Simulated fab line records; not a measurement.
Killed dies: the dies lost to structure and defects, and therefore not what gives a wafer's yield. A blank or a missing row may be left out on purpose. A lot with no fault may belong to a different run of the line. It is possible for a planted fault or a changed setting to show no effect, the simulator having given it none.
A lot that was struck, set against a sound lot / flow sky130 / 16 out of 708 route steps
Sound: wafers L828.3, L828.4, L828.6. Struck: wafers L834.1, L834.5 (left out: L834.4, a lot-mate that was not struck); the cause follows at the end.
Each step with rows lists, per side, the tool, then ch with its chambers, then its first start. Under that, the readings that differ: sound wafers / struck wafers / difference of the means / sigmas: that difference in standard deviations of wafers without a fault.
alike: same words and numbers on both sides, and readings whose means sit less than 2 such deviations apart. not compared: any withheld reading, any reading some wafer has no value for, any bound like >300 that may hide the same value, and any number with overlapping values for which the record gives no deviation.
Wherever a step has rows on one side only, a row that says differs or no value, or a row with sigmas, the two part there. Numbers that don't overlap but have no deviation are shown without sigmas and don't part them. A reading that every wafer of one side lacks parts them only if that side has two wafers or more.

first, 8 steps without rows for these wafers: SKY_METAL2_DEHYDRATE_07 (time 60 s); SKY_METAL2_HMDS_08 (prime time 60 s); SKY_METAL2_COAT_09 (resist thk 60 nm); SKY_METAL2_COAT_10 (resist thk 450 nm); SKY_METAL2_SOFTBAKE_11 (time 90 s); SKY_METAL2_EXPOSE_12 (exposes mask MM2, target cd 140 nm); SKY_METAL2_PEB_13; SKY_METAL2_DEVELOP_14 (develop time 60 s).
SKY_METAL2_CD_MEAS_15: the cd target is 140 nm.
  sound: cdSem-02 at day 35 20:15; struck: cdSem-01 at day 37 19:33
  alike: cdNm
SKY_METAL2_OVL_MEAS_16:
  sound: overlay-02 at day 35 20:20; struck: overlay-01 at day 37 19:40
  alike: METAL2_OVL
SKY_METAL2_DESCUM_17: chemistry O2, time 8 s.
  sound on rieMetal-02 ch 0,1, day 35 20:22; struck on rieMetal-01 ch 1, day 37 19:43
  alike: drypumpMotorCurrentA, oesProductAu, rfFwdPowerW, tempC
  not compared: rfHoursCounterH
SKY_METAL2_ETCH_18: etches BARC in N2/H2, stops on SiO2, time 45.9 s, target depth 60 nm.
  sound on rieMetal-02 ch 0,1, day 35 20:25; struck on rieMetal-01 ch 1, day 37 19:44
reading=rfFwdPowerW (W); sound=493.4 490.3 495.4; struck=498.9 496.8; difference=+4.8; sigmas=+2
  alike: biasW, drypumpMotorCurrentA, oesProductAu, throttleValvePct
  not compared: rfHoursCounterH
SKY_METAL2_METAL_ETCH_19: etches the open film in Cl2/BCl3, stops on SiO2, target depth 360 nm, time 78 s.
  sound on rieMetal-02 ch 0,1, day 35 20:29; struck on rieMetal-01 ch 1, day 37 19:48
reading=biasW (W); sound=48.62 48.54 48.43; struck=58.19 58.27; difference=+9.70; sigmas=+61
reading=oesProductAu (a.u.); sound=0.862 0.857 0.869; struck=0.838 0.850; difference=-0.019; sigmas=-3
reading=model.KrF-thick_of_METAL2_COAT_10.thkNm (nm); sound=160.8 158.6 156.9; struck=138.8 137.3; difference=-20.7; sigmas=
  alike: drypumpMotorCurrentA, rfFwdPowerW, throttleValvePct
  not compared: rfHoursCounterH, model.SiO2_of_VIA1_HDPCVD_00.thkNm
SKY_METAL2_STRIP_20: strips in O2/N2.
  sound on plasmaAsher-02 ch 0,1, day 35 20:35; struck on plasmaAsher-02 ch 0,1, day 37 19:53
reading=stripTimeToEndpointS (s); sound=2.722 2.711 2.685; struck=2.473 2.471; difference=-0.234; sigmas=-9
  alike: drypumpMotorCurrentA, oesProductAu
  not compared: rfHoursCounterH
then, 1 step without rows for these wafers: SKY_METAL2_STRIP_21 (strips in post etch residue remover, time 1200 s).
-- the record jumps here: 10 days lie between the struck wafers' starts before and after (it left off in module METAL2 and takes up again in module PAD_OPEN, whose first step shown is number 708 of the route) --
SKY_PAD_OPEN_PROBE_99:
  sound: prober-01 at day 46 09:59; struck: prober-01 at day 47 21:23
reading=sort_bin_6_memory (%); sound=8.1 8.7 6.1; struck=3.9 6.3; difference=-2.5; sigmas=-2
  alike: defectLimitedYield, killed_at_M0_to_M3, killed_at_M4_up, killedAtContacts, killedAtFrontEnd, killedAtOther, killedDies, killedOnRim, killedOpen, killedShort, sort_bin_3_pad_short, sort_bin_5_function, sortNPass, sortYieldPct

WHERE THEY PART
Earliest at SKY_METAL2_ETCH_18; latest, in this record, at SKY_PAD_OPEN_PROBE_99.

WHY: what the simulator had put in
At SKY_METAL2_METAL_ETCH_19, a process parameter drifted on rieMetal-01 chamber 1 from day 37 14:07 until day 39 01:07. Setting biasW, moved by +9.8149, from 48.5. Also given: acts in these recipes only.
